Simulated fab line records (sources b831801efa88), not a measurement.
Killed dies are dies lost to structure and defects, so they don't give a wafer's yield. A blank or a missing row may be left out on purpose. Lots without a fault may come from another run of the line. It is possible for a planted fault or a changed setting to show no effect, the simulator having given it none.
Which tool did it? | flow sky130 | 24 lots with 72 wafers sampled at 6 steps, on a route of 708 steps

## WHAT EACH GAUGE READ, for each wafer
SKY_LOCAL_INTERCONNECT_OVL_MEAS_12.
lot  | measured     | on         | LOCAL_INTERCONNECT_OVL (nm)
L074 | day 30 15:13 | overlay-02 | -7 -5 -9
L075 | day 31 01:07 | overlay-01 | 1 -3 -3
L077 | day 31 22:23 | overlay-01 | 10 5 12
L076 | day 32 03:37 | overlay-02 | 1 3 -2
L078 | day 32 11:37 | overlay-02 | -3 -6 -9
L079 | day 32 12:31 | overlay-01 | -6 -1 -5
L080 | day 32 22:21 | overlay-01 | 10 6 8
L081 | day 33 08:19 | overlay-01 | 1 -1 -1
L082 | day 33 19:28 | overlay-02 | -5 0 -6
L083 | day 34 01:28 | overlay-02 | 1 -1 5
L084 | day 34 08:14 | overlay-01 | 7 13 5
L085 | day 34 19:40 | overlay-01 | -8 -3 1
L086 | day 34 23:16 | overlay-02 | 9 2 8
L087 | day 35 04:58 | overlay-02 | 3 0 -1
L088 | day 35 13:10 | overlay-01 | 16 13 15
L089 | day 35 19:04 | overlay-02 | -9 -13 -11
L090 | day 36 05:01 | overlay-01 | 3 7 2
L091 | day 36 10:19 | overlay-01 | -10 -8 -12
L092 | day 36 17:19 | overlay-02 | 3 4 2
L093 | day 36 20:31 | overlay-02 | 6 2 9
L094 | day 37 04:01 | overlay-01 | 2 3 3
L095 | day 37 09:16 | overlay-01 | 10 10 11
L096 | day 37 14:46 | overlay-01 | 7 8 5
L097 | day 38 05:52 | overlay-02 | 5 6 -1

SKY_CAPM_RS_MEAS_03: measures by four-point-probe.
lot  | measured     | on            | CAPM_TIN_RS (ohm/sq)
L074 | day 36 09:07 | film metro-04 | 6.97 6.96 6.93
L075 | day 36 17:22 | film metro-03 | 6.96 6.78 6.88
L077 | day 37 13:20 | film metro-03 | 7.04 6.93 7.02
L076 | day 37 19:56 | film metro-03 | 6.89 6.86 6.86
L078 | day 38 02:13 | film metro-03 | 7.13 6.98 6.96
L079 | day 38 04:02 | film metro-03 | 7.09 6.86 7.03
L080 | day 38 12:27 | film metro-01 | 6.89 7.02 6.82
L081 | day 38 21:01 | film metro-01 | 6.84 6.88 7.00
L082 | day 39 08:29 | film metro-03 | 7.07 6.84 7.01
L083 | day 39 20:01 | film metro-04 | 6.73 7.03 6.85
L084 | day 39 22:37 | film metro-03 | 7.06 6.93 6.90
L085 | day 40 12:32 | film metro-04 | 6.89 7.00 7.05
L086 | day 40 14:20 | film metro-04 | 6.82 7.07 6.83
L087 | day 40 20:49 | film metro-01 | 6.77 6.84 6.76
L088 | day 41 09:34 | film metro-04 | 6.88 7.10 6.94
L089 | day 41 12:36 | film metro-01 | 6.99 6.85 7.01
L090 | day 41 20:10 | film metro-01 | 6.99 6.92 7.00
L091 | day 42 00:55 | film metro-01 | 7.02 6.91 7.07
L092 | day 42 09:46 | film metro-03 | 7.02 6.86 6.92
L093 | day 42 11:55 | film metro-04 | 6.96 7.05 6.88
L094 | day 42 15:38 | film metro-04 | 6.95 6.88 6.93
L095 | day 42 22:12 | film metro-04 | 6.98 6.74 6.78
L096 | day 43 01:29 | film metro-03 | 6.94 6.96 6.85
L097 | day 43 17:06 | film metro-01 | 6.81 6.87 6.89

SKY_METAL5_THK_MEAS_06: measures by xrf.
lot  | measured     | on            | METAL5_ALCU_THK (nm)
L074 | day 42 21:50 | film metro-04 | 1185 1199 1192
L075 | day 43 02:34 | film metro-03 | 1160 1178 1157
L077 | day 43 21:52 | film metro-03 | 1177 1160 1165
L076 | day 44 05:57 | film metro-01 | 1167 1200 1171
L078 | day 44 09:01 | film metro-04 | 1194 1192 1189
L079 | day 44 12:14 | film metro-03 | 1188 1183 1188
L080 | day 44 18:31 | film metro-03 | 1168 1191 1163
L081 | day 45 02:31 | film metro-03 | 1152 1172 1165
L082 | day 45 12:18 | film metro-04 | 1177 1175 1184
L083 | day 45 22:08 | film metro-04 | 1174 1179 1165
L084 | day 46 05:22 | film metro-03 | 1147 1156 1162
L085 | day 46 13:35 | film metro-03 | 1197 1200 1183
L086 | day 46 15:29 | film metro-04 | 1178 1183 1181
L087 | day 46 18:41 | film metro-03 | 1175 1197 1169
L088 | day 47 06:43 | film metro-01 | 1194 1192 1183
L089 | day 47 11:49 | film metro-04 | 1173 1169 1160
L090 | day 47 15:32 | film metro-04 | 1145 1143 1173
L091 | day 47 18:44 | film metro-03 | 1163 1159 1167
L092 | day 48 02:28 | film metro-01 | 1184 1194 1196
L093 | day 48 04:14 | film metro-03 | 1150 1153 1149
L094 | day 48 07:29 | film metro-01 | 1191 1201 1190
L095 | day 48 11:22 | film metro-03 | 1162 1150 1151
L096 | day 48 13:02 | film metro-03 | 1138 1166 1161
L097 | day 49 04:53 | film metro-03 | 1185 1192 1185

## TOOL THAT RAN EACH LOT (tool first, then ch and the chambers of the sampled wafers, then the start)
lot  | SKY_VIA1_STRIP_16                    | SKY_VIA2_SPUTTER_20          | SKY_METAL3_STRIP_19
L074 | plasma asher-04 ch 0,1, day 34 02:56 | pvd sputter-03, day 36 08:06 | plasma asher-02 ch 0,1, day 38 13:42
L075 | plasma asher-01 ch 0,1, day 34 10:50 | pvd sputter-04, day 36 16:20 | plasma asher-04 ch 0,1, day 38 20:31
L077 | plasma asher-01 ch 0,1, day 35 05:43 | pvd sputter-04, day 37 12:17 | plasma asher-02 ch 0,1, day 39 16:44
L076 | plasma asher-04 ch 0,1, day 35 11:19 | pvd sputter-03, day 37 18:44 | plasma asher-02 ch 0,1, day 39 23:11
L078 | plasma asher-04 ch 0,1, day 35 17:32 | pvd sputter-03, day 38 01:11 | plasma asher-04 ch 0,1, day 40 05:05
L079 | plasma asher-01 ch 0,1, day 35 19:02 | pvd sputter-04, day 38 03:01 | plasma asher-04 ch 0,1, day 40 07:54
L080 | plasma asher-01 ch 0,1, day 36 04:56 | pvd sputter-04, day 38 11:26 | plasma asher-01 ch 0,1, day 40 14:23
L081 | plasma asher-02 ch 0,1, day 36 15:05 | pvd sputter-01, day 38 19:59 | plasma asher-04 ch 0,1, day 40 23:31
L082 | plasma asher-02 ch 0,1, day 37 01:50 | pvd sputter-01, day 39 07:27 | plasma asher-02 ch 0,1, day 41 10:31
L083 | plasma asher-02 ch 0,1, day 37 09:46 | pvd sputter-01, day 39 18:57 | plasma asher-04 ch 0,1, day 41 20:42
L084 | plasma asher-02 ch 0,1, day 37 16:34 | pvd sputter-04, day 39 21:32 | plasma asher-01 ch 0,1, day 42 00:42
L085 | plasma asher-02 ch 0,1, day 38 03:59 | pvd sputter-03, day 40 11:30 | plasma asher-01 ch 0, day 42 13:58
L086 | plasma asher-04 ch 0, day 38 08:47   | pvd sputter-01, day 40 13:19 | plasma asher-04 ch 0, day 42 15:40
L087 | plasma asher-04 ch 0,1, day 38 14:38 | pvd sputter-04, day 40 19:47 | plasma asher-01 ch 0,1, day 42 20:08
L088 | plasma asher-02 ch 0,1, day 38 23:10 | pvd sputter-01, day 41 08:31 | plasma asher-04 ch 0,1, day 43 08:30
L089 | plasma asher-04 ch 0,1, day 39 04:58 | pvd sputter-01, day 41 11:31 | plasma asher-01 ch 0,1, day 43 12:24
L090 | plasma asher-04 ch 0, day 39 14:50   | pvd sputter-03, day 41 19:00 | plasma asher-01 ch 0,1, day 43 19:07
L091 | plasma asher-02 ch 0,1, day 39 19:56 | pvd sputter-01, day 41 23:44 | plasma asher-01 ch 0,1, day 44 00:07
L092 | plasma asher-04 ch 0,1, day 40 05:52 | pvd sputter-03, day 42 08:46 | plasma asher-01 ch 0,1, day 44 08:07
L093 | plasma asher-01 ch 0,1, day 40 07:01 | pvd sputter-01, day 42 10:45 | plasma asher-04 ch 0,1, day 44 10:43
L094 | plasma asher-01 ch 0,1, day 40 11:17 | pvd sputter-03, day 42 14:32 | plasma asher-04 ch 0,1, day 44 13:41
L095 | plasma asher-04 ch 0,1, day 40 17:13 | pvd sputter-01, day 42 20:49 | plasma asher-04 ch 0,1, day 44 20:20
L096 | plasma asher-04 ch 0,1, day 40 22:17 | pvd sputter-01, day 43 00:28 | plasma asher-04 ch 0,1, day 44 22:01
L097 | plasma asher-04 ch 0,1, day 41 13:28 | pvd sputter-03, day 43 15:56 | plasma asher-02 ch 0,1, day 45 14:46
- SKY_VIA1_STRIP_16: strips in O2/N2.
- SKY_VIA2_SPUTTER_20: material TiN, target thk 20 nm, time 80 s.
- SKY_METAL3_STRIP_19: strips in O2/N2.

## AS READ BY THE TOOLS THEMSELVES (means over the sampled wafers that have a number; for cases with no such wafer, the mark the record gives instead)
SKY_VIA1_STRIP_16.
lot  | tool            | drypump motor current A (A) | oes product au (a.u.) | strip time to endpoint s (s)
L074 | plasma asher-04 | 5.1                         | 0.420                 | 4.46
L075 | plasma asher-01 | 5.5                         | 0.415                 | 4.47
L077 | plasma asher-01 | 5.5                         | 0.413                 | 4.46
L076 | plasma asher-04 | 5.1                         | 0.416                 | 4.45
L078 | plasma asher-04 | 5.4                         | 0.412                 | 4.46
L079 | plasma asher-01 | 5.6                         | 0.414                 | 4.45
L080 | plasma asher-01 | 5.4                         | 0.415                 | 4.46
L081 | plasma asher-02 | 5.9                         | 0.418                 | 4.42
L082 | plasma asher-02 | 6.0                         | 0.416                 | 4.47
L083 | plasma asher-02 | 5.9                         | 0.414                 | 4.47
L084 | plasma asher-02 | 5.9                         | 0.417                 | 4.48
L085 | plasma asher-02 | 5.9                         | 0.416                 | 4.47
L086 | plasma asher-04 | 5.6                         | 0.420                 | 4.50
L087 | plasma asher-04 | 5.4                         | 0.416                 | 4.51
L088 | plasma asher-02 | 5.9                         | 0.417                 | 4.43
L089 | plasma asher-04 | 5.4                         | 0.419                 | 4.48
L090 | plasma asher-04 | 5.6                         | 0.417                 | 4.45
L091 | plasma asher-02 | 5.9                         | 0.414                 | 4.44
L092 | plasma asher-04 | 5.1                         | 0.417                 | 4.48
L093 | plasma asher-01 | 5.4                         | 0.415                 | 4.46
L094 | plasma asher-01 | 5.4                         | 0.417                 | 4.45
L095 | plasma asher-04 | 5.1                         | 0.415                 | 4.43
L096 | plasma asher-04 | 5.1                         | 0.414                 | 4.47
L097 | plasma asher-04 | 5.4                         | 0.422                 | 4.44

SKY_VIA2_SPUTTER_20.
lot  | tool           | throttle valve pct (%)
L074 | pvd sputter-03 | 30.0
L075 | pvd sputter-04 | 29.7
L077 | pvd sputter-04 | 29.7
L076 | pvd sputter-03 | 29.1
L078 | pvd sputter-03 | 29.8
L079 | pvd sputter-04 | 29.2
L080 | pvd sputter-04 | 29.3
L081 | pvd sputter-01 | 29.6
L082 | pvd sputter-01 | 30.6
L083 | pvd sputter-01 | 29.6
L084 | pvd sputter-04 | 29.6
L085 | pvd sputter-03 | 29.6
L086 | pvd sputter-01 | 30.3
L087 | pvd sputter-04 | 29.8
L088 | pvd sputter-01 | 30.4
L089 | pvd sputter-01 | 30.4
L090 | pvd sputter-03 | 30.5
L091 | pvd sputter-01 | 30.7
L092 | pvd sputter-03 | 29.5
L093 | pvd sputter-01 | 28.9
L094 | pvd sputter-03 | 29.2
L095 | pvd sputter-01 | 30.5
L096 | pvd sputter-01 | 30.6
L097 | pvd sputter-03 | 28.3

SKY_METAL3_STRIP_19.
lot  | tool            | drypump motor current A (A) | oes product au (a.u.) | strip time to endpoint s (s)
L074 | plasma asher-02 | 5.9                         | 0.504                 | 6.48
L075 | plasma asher-04 | 5.1                         | 0.508                 | 6.58
L077 | plasma asher-02 | 6.0                         | 0.510                 | 6.62
L076 | plasma asher-02 | 5.9                         | 0.501                 | 6.57
L078 | plasma asher-04 | 5.1                         | 0.513                 | 6.79
L079 | plasma asher-04 | 5.1                         | 0.520                 | 6.91
L080 | plasma asher-01 | 5.6                         | 0.510                 | 6.80
L081 | plasma asher-04 | 5.4                         | 0.501                 | 6.51
L082 | plasma asher-02 | 5.9                         | 0.497                 | 6.44
L083 | plasma asher-04 | 5.1                         | 0.495                 | 6.46
L084 | plasma asher-01 | 5.4                         | 0.508                 | 6.67
L085 | plasma asher-01 | 5.7                         | 0.499                 | 6.59
L086 | plasma asher-04 | 5.6                         | 0.499                 | 6.53
L087 | plasma asher-01 | 5.6                         | 0.500                 | 6.45
L088 | plasma asher-04 | 5.4                         | 0.495                 | 6.37
L089 | plasma asher-01 | 5.6                         | 0.495                 | 6.39
L090 | plasma asher-01 | 5.6                         | 0.509                 | 6.69
L091 | plasma asher-01 | 5.4                         | 0.503                 | 6.57
L092 | plasma asher-01 | 5.6                         | 0.498                 | 6.41
L093 | plasma asher-04 | 5.1                         | 0.509                 | 6.57
L094 | plasma asher-04 | 5.1                         | 0.506                 | 6.54
L095 | plasma asher-04 | 5.1                         | 0.508                 | 6.65
L096 | plasma asher-04 | 5.1                         | 0.511                 | 6.72
L097 | plasma asher-02 | 5.9                         | 0.502                 | 6.51

## THE ANSWER, worked out from the rows above alone
Rule: the usual values come from the lots themselves. Put in order of their means at a reading, lots are off if they are a third of the lots or fewer, leave a main group of 4 or more, and stand apart from it by a gap of 3 or more times the standard deviation of the main group's means; of several such gaps the widest counts. A main group whose means are all the same, to the digits that the tables above print for the reading, isn't used. A lot without any number at a reading at which 4 lots or more have one is off too. The other lots that the step has rows for count as sound. Order of review: gauges by route order, followed by the tools' own readings, for which a lot's mean as printed above is used. The first step at which some lot is off is used, and at that step the reading that is off furthest; a lot without a number counts as furthest.
No lot is off at any reading shown: from this, nothing can be told.

## WHAT WAS PUT IN BY THE SIMULATOR
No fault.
